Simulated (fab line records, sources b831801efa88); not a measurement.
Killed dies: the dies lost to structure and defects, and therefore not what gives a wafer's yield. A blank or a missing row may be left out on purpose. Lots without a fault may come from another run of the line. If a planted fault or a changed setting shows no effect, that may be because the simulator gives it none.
Which of the tools did it? | flow sky130 | 30 wafers from 10 lots sampled at 3 of the route's 708 steps

== WHAT EACH GAUGE READ, for each wafer ==
SKY_CAPM_RS_MEAS_03: the measuring method here is four-point-probe.
lot  | measured     | on           | CAPM_TIN_RS (ohm/sq)
L260 | day 37 01:38 | filmMetro-02 | 6.89 6.92 6.91
L262 | day 37 06:47 | filmMetro-02 | 6.90 6.92 6.86
L264 | day 38 08:50 | filmMetro-03 | 6.88 6.83 6.86
L265 | day 38 11:05 | filmMetro-03 | 6.80 6.80 6.79
L266 | day 38 16:07 | filmMetro-03 | 6.92 6.93 6.93
L268 | day 39 02:25 | filmMetro-04 | 6.86 6.89 6.90
L270 | day 39 18:28 | filmMetro-02 | 6.92 6.96 6.86
L278 | day 42 08:48 | filmMetro-03 | 4.46 7.04 7.04
L279 | day 43 00:50 | filmMetro-02 | 6.91 6.90 4.44
L281 | day 43 01:33 | filmMetro-03 | 6.86 6.87 6.84

== WHICH TOOL RAN EACH LOT (tool, then ch and the chambers of the sampled wafers, then the start) ==
lot  | SKY_METAL1_SPUTTER_01       | SKY_CAPM_SPUTTER_02
L260 | pvdSputter-03, day 32 10:17 | pvdSputter-04, day 37 01:29
L262 | pvdSputter-02, day 32 16:11 | pvdSputter-01, day 37 06:39
L264 | pvdSputter-04, day 33 18:15 | pvdSputter-04, day 38 08:41
L265 | pvdSputter-04, day 33 21:09 | pvdSputter-01, day 38 10:59
L266 | pvdSputter-02, day 34 03:22 | pvdSputter-01, day 38 16:00
L268 | pvdSputter-03, day 34 13:11 | pvdSputter-01, day 39 02:18
L270 | pvdSputter-02, day 35 05:47 | pvdSputter-04, day 39 18:22
L278 | pvdSputter-03, day 38 01:55 | pvdSputter-04, day 42 08:41
L279 | pvdSputter-02, day 38 16:27 | pvdSputter-04, day 43 00:44
L281 | pvdSputter-02, day 38 19:25 | pvdSputter-02, day 43 01:23
- SKY_METAL1_SPUTTER_01: material TiN, target thk 20 nm, time 16.7 s.
- SKY_CAPM_SPUTTER_02: material TiN, target thk 200 nm, time 166.7 s.

== THE ANSWER, worked out from the rows above alone ==
Rule: the lots themselves supply what counts as usual. Put in order of their means at a reading, lots are off if they are a third of the lots or fewer, leave a main group of 4 or more, and stand apart from it by a gap of 3 or more times the standard deviation of the main group's means; of several such gaps the widest counts. A main group whose means are all the same, to the digits that the tables above print for the reading, isn't used. A lot without any number at a reading at which 4 lots or more have one is off too. Any other lot the step has rows for is counted as sound.
Off: L278, L279, at SKY_CAPM_RS_MEAS_03 (CAPM_TIN_RS). The main group has a mean of 6.88 ohm/sq with a standard deviation of 0.039.
If a tool, at a process step before that reading, ran all the lots that are off and no sound lot after the first of them, it fits. The gauges at SKY_CAPM_RS_MEAS_03 are tried like those tools. One fits: pvdSputter-04 at SKY_CAPM_SPUTTER_02. A fault onset in the window from L270 (day 39 18:22, its last sound lot) to L278 (day 42 08:41, its first lot off) fits.

== WHAT THE SIMULATOR HAD INSERTED ==
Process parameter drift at SKY_CAPM_SPUTTER_02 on pvdSputter-04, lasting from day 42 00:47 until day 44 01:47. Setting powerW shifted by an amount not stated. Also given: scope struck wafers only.
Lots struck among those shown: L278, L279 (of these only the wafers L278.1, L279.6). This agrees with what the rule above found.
